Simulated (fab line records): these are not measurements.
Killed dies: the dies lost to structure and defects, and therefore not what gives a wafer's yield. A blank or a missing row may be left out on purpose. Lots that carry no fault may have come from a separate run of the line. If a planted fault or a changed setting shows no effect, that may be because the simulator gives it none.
Comparing a struck lot with a sound one / flow gf180mcu / 14 steps out of a route of 602
Sound: wafers L844.3, L844.4, L844.6. The struck wafers were L841.1, L841.5, L841.6. Last of all comes the cause.
For every step that has rows: the tool of each side, followed by ch and its chambers, followed by its first start. Under that, the readings that differ: sound wafers / struck wafers / difference of the means / sigmas: that difference in standard deviations of wafers without a fault.
alike: readings whose means differ by less than 2 such deviations, and words and numbers that are the same on both sides. not compared: withheld readings, readings that some wafer has no value for, bounds like >300 that may hide the same value, and numbers for which the record gives no deviation and whose values overlap.
Wherever a step has rows on one side only, a row that says differs or no value, or a row with sigmas, the two part there. Non-overlapping numbers with no deviation appear without sigmas and do not part them. A reading that every wafer of one side lacks parts them only if that side has two wafers or more.

first, 3 steps without rows for these wafers: GF_LVPWELL_EXPOSE_04 (exposes mask LVPWELL, target cd 600 nm); GF_LVPWELL_PEB_05; GF_LVPWELL_DEVELOP_06 (develop time 60 s).
GF_LVPWELL_OVL_MEAS_07:
  sound on overlay-01, day 8 02:26; struck on overlay-01, day 7 09:28
  alike: LVPWELL_OVL
then, 2 steps without rows for these wafers: GF_LVPWELL_IMPLANT_08; GF_LVPWELL_IMPLANT_09.
GF_LVPWELL_STRIP_10: strips in O2/N2.
  sound on plasma_asher-03 ch 0,1, day 8 02:47; struck on plasma_asher-02 ch 0,1, day 7 09:49
  alike: chamber_pressure_mTorr, drypump_motor_current_A, heater_power_w, oes_product_au, strip_time_to_endpoint_s
  not compared: rf_hours_counter_h
GF_LVPWELL_TW_MEAS_11:
  sound on film_metro-02, day 8 02:53; struck on film_metro-01, day 7 09:55
  alike: LVPWELL_TW
then, 4 steps without rows for these wafers: GF_MVSD_DEHYDRATE_00 (time 60 s); GF_MVSD_HMDS_01 (prime time 60 s); GF_MVSD_COAT_02 (resist thk 3000 nm); GF_MVSD_SOFTBAKE_03.
GF_MVSD_EXPOSE_04: exposes mask MVSD, target cd 1000 nm.
  struck on iline_stepper-01, day 7 18:25; sound on iline_stepper-02 ch 0, day 8 11:46
  no value came back on the struck wafers for exposure_dose_mJ_cm2, focus_offset_nm (nm); on the sound wafers exposure_dose_mJ_cm2 reads 260.10 259.70 260.38
  alike: mask
after that, 1 step had no rows for these wafers: GF_MVSD_PEB_05.

WHERE THEY PART
Within this record, at GF_MVSD_EXPOSE_04 only.

WHY: what the simulator had put in
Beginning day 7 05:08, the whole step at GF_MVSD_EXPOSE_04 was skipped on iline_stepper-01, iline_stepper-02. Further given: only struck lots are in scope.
